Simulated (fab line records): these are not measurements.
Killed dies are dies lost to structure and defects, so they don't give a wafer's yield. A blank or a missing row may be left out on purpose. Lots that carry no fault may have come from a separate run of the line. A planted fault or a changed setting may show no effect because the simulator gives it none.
Which tool did it? :: flow sky130 :: Sampling: 13 lots, 39 wafers, 3 of 708 route steps

WHAT THE GAUGES SHOWED, per wafer
SKY_PWDE_TW_MEAS_10. Usual: for PWDE_TW the level is 373 and the standard deviation is 4.4.
lot: L733
measured: day 4 14:08
on: film-metro-03
PWDE_TW: 369 368 368
flag: 

lot: L734
measured: day 4 19:06
on: film-metro-04
PWDE_TW: 375 372 376
flag: 

lot: L735
measured: day 4 22:58
on: film-metro-03
PWDE_TW: 368 368 368
flag: 

lot: L738
measured: day 5 20:14
on: film-metro-04
PWDE_TW: 378 375 378
flag: 

lot: L739
measured: day 6 00:52
on: film-metro-03
PWDE_TW: 366 366 365
flag: 

lot: L741
measured: day 6 20:23
on: film-metro-04
PWDE_TW: 373 377 377
flag: 

lot: L742
measured: day 6 21:31
on: film-metro-04
PWDE_TW: 379 376 377
flag: 

lot: L743
measured: day 7 01:08
on: film-metro-03
PWDE_TW: 370 369 370
flag: 

lot: L744
measured: day 7 08:59
on: film-metro-03
PWDE_TW: 368 368 367
flag: 

lot: L745
measured: day 7 12:22
on: film-metro-01
PWDE_TW: 374 374 375
flag: 

lot: L746
measured: day 7 17:34
on: film-metro-03
PWDE_TW: 368 368 370
flag: 

lot: L747
measured: day 7 21:51
on: film-metro-01
PWDE_TW: 374 376 375
flag: 

lot: L748
measured: day 8 01:02
on: film-metro-03
PWDE_TW: 369 368 369
flag: 

SKY_POLY_GATE_THK_MEAS_04. Usual: for POLY_GATE_CVD_03_THK the level is 75.0 nm and the standard deviation is 0.71.
lot: L733
measured: day 16 03:25
on: film-metro-03
POLY_GATE_CVD_03_THK (nm): 75.0 75.0 75.7
flag: 

lot: L734
measured: day 16 21:01
on: film-metro-04
POLY_GATE_CVD_03_THK (nm): 75.5 75.5 75.7
flag: 

lot: L735
measured: day 16 11:52
on: film-metro-03
POLY_GATE_CVD_03_THK (nm): 75.1 75.7 75.5
flag: 

lot: L738
measured: day 18 20:05
on: film-metro-02
POLY_GATE_CVD_03_THK (nm): 74.3 74.4 74.5
flag: 

lot: L739
measured: day 18 20:05
on: film-metro-03
POLY_GATE_CVD_03_THK (nm): 74.9 74.5 75.2
flag: 

lot: L741
measured: day 24 03:50
on: film-metro-04
POLY_GATE_CVD_03_THK (nm): 74.3 74.4 75.3
flag: 

lot: L742
measured: day 24 03:46
on: film-metro-03
POLY_GATE_CVD_03_THK (nm): 74.0 73.7 74.0
flag: 

lot: L743
measured: day 24 03:43
on: film-metro-03
POLY_GATE_CVD_03_THK (nm): 74.9 74.9 75.1
flag: 

lot: L744
measured: day 24 03:51
on: film-metro-03
POLY_GATE_CVD_03_THK (nm): 75.8 76.0 75.4
flag: 

lot: L745
measured: day 24 03:43
on: film-metro-02
POLY_GATE_CVD_03_THK (nm): 74.8 74.8 74.9
flag: 

lot: L746
measured: day 24 03:53
on: film-metro-03
POLY_GATE_CVD_03_THK (nm): 75.3 74.9 74.7
flag: 

lot: L747
measured: day 24 03:55
on: film-metro-04
POLY_GATE_CVD_03_THK (nm): 75.1 75.5 76.0
flag: 

lot: L748
measured: day 24 03:58
on: film-metro-04
POLY_GATE_CVD_03_THK (nm): 75.4 75.1 75.2
flag: 

TOOL THAT RAN EACH LOT (tool first, then ch and the chambers of the sampled wafers, then the start)
lot: L733
SKY_NWELL_IMPLANT_12: implanter-02 ch 0, day 5 07:07

lot: L734
SKY_NWELL_IMPLANT_12: implanter-02 ch 0, day 5 16:43

lot: L735
SKY_NWELL_IMPLANT_12: implanter-01 ch 0, day 5 15:58

lot: L738
SKY_NWELL_IMPLANT_12: implanter-02 ch 0, day 6 14:00

lot: L739
SKY_NWELL_IMPLANT_12: implanter-02 ch 0, day 6 19:34

lot: L741
SKY_NWELL_IMPLANT_12: implanter-01 ch 0, day 7 16:48

lot: L742
SKY_NWELL_IMPLANT_12: implanter-04 ch 0, day 7 17:07

lot: L743
SKY_NWELL_IMPLANT_12: implanter-01 ch 0, day 7 21:18

lot: L744
SKY_NWELL_IMPLANT_12: implanter-02 ch 0, day 8 05:19

lot: L745
SKY_NWELL_IMPLANT_12: implanter-04 ch 0, day 8 08:37

lot: L746
SKY_NWELL_IMPLANT_12: implanter-04 ch 0, day 8 14:34

lot: L747
SKY_NWELL_IMPLANT_12: implanter-01 ch 0, day 8 18:27

lot: L748
SKY_NWELL_IMPLANT_12: implanter-01 ch 0, day 8 21:49
- SKY_NWELL_IMPLANT_12

WHAT THE TOOLS THEMSELVES READ (means of the sampled wafers that have a number; where no wafer has one, the mark that the record gives instead)
The record holds no such reading with a usual standard deviation.

THE ANSWER, worked out from the rows above alone
Rule: a lot is off if the mean of its wafers that have a number lies more than 3 standard deviations from the usual mean. Also off: a lot with no number at a reading for which 4 or more lots have one. All remaining lots with rows at the step are treated as sound. First the gauges in route order, then the tools' own readings, where a lot's mean is used as printed above. At the first step where some lot is off, the reading lying furthest off is the one used; lots without a number count as furthest.
None of the lots is off at any reading shown; this tells nothing.

WHAT THE SIMULATOR HAD PUT IN
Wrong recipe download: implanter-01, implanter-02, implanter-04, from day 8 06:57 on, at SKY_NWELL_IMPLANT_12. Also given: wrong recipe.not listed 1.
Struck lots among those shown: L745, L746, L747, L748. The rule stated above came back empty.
